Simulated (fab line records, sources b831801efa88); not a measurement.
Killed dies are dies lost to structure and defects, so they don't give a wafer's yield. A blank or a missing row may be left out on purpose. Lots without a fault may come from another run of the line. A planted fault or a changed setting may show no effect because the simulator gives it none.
Chamber matching | flow gf180mcu | GF_STI_CMP_25 on cmp-02: 4 sister chambers
The step polishes, stops on Si3N4, t overpolish 33 s, target thk 524.6 nm. 4 wafers are shown with their chamber, then 9 later ones without.

WAFERS WITH THEIR CHAMBER
wafer  | chamber | motor_current_A (A)
L516.6 | 0       | 11.1
L517.3 | 3       | 10.9
L517.5 | 1       | 12.9
L517.6 | 2       | 12.6

WAFERS WITHOUT THEIR CHAMBER
wafer  | motor_current_A (A)
L520.1 | 12.4
L520.2 | 12.6
L520.4 | 10.9
L522.2 | 11.0
L522.4 | 12.9
L522.5 | 12.3
L523.1 | 12.5
L523.2 | 12.6
L523.3 | 11.1

WHICH CHAMBER EACH WENT THROUGH
wafer  | from the rows above     | in truth
L520.1 | 2                       | 2
L520.2 | 2                       | 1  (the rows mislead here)
L520.4 | can't be placed: 3 or 0 | 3
L522.2 | can't be placed: 0 or 3 | 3
L522.4 | 1                       | 1
L522.5 | 2                       | 2
L523.1 | 2                       | 2
L523.2 | 2                       | 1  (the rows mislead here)
L523.3 | can't be placed: 0 or 3 | 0
Placed correctly: 4 of 9. Can't be placed from these rows: 3 (the true chamber is among the candidates in 3). Placed wrongly: 2.
How it was worked out, from the rows above alone: a wafer's distance from a chamber is the root of the sum, over the readings, of the square of ((its reading less the chamber's mean) divided by the reading's scatter). The wafer belongs to the nearest chamber; if the next one is less than 2 further off, it can't be placed. A chamber's mean is the mean of its shown wafers. The scatter: with one shown wafer a chamber, the root of the mean of the squares of how far each hidden wafer lies from its nearest shown one.
